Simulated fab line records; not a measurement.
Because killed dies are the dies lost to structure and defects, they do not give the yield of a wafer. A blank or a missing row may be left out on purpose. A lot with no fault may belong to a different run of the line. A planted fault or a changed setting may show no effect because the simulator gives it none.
Chamber matching	flow gf180mcu	cmp-02 running GF_V1_CMP_04: 4 sister chambers
The step polishes SiO2. 8 wafers are shown with their chamber, then 9 later ones without.

WAFERS WITH THEIR CHAMBER
wafer	chamber	motorCurrentA (A)	timeToEndpointS (s)
L208.5	1	12.7	85
L211.3	1	13.6	74
L213.5	2	14.7	96
L214.1	3	10.4	74
L214.5	0	12.0	84
L215.3	3	10.6	75
L215.4	0	12.1	87
L215.6	2	15.2	95

WAFERS WITH NO CHAMBER GIVEN
wafer	motorCurrentA (A)	timeToEndpointS (s)
L217.1	15.3	83
L217.4	10.9	78
L217.6	15.2	92
L218.1	15.0	70
L218.5	12.8	77
L218.6	14.3	83
L223.5	13.5	91
L223.6	14.6	91
L225.1	13.9	85

WHICH CHAMBER EACH ONE RAN IN
wafer	from the rows above	in truth
L217.1	2	2
L217.4	3	3
L217.6	2	2
L218.1	can't be placed: 1 or 2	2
L218.5	can't be placed: 1 or 0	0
L218.6	can't be placed: 1 or 2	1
L223.5	can't be placed: 1 or 2 or 0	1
L223.6	2	2
L225.1	can't be placed: 1 or 2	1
4 of 9 placed correctly. Cannot be placed on the basis of these rows: 5; the candidates contain the true chamber in 5. Placed wrongly: 0.
How it was worked out, from the rows above alone: a wafer's distance from a chamber is the root of the sum, over the readings, of the square of ((its reading less the chamber's mean) divided by the reading's scatter). If the next closest chamber is less than 2 further off than the closest, the wafer can't be placed; otherwise it belongs to the closest. A chamber's mean is the mean of its shown wafers. How the scatter is found: for the shown wafers, subtract from each reading the mean of its chamber, square and add these, divide the total by (wafers less chambers), then take the root.
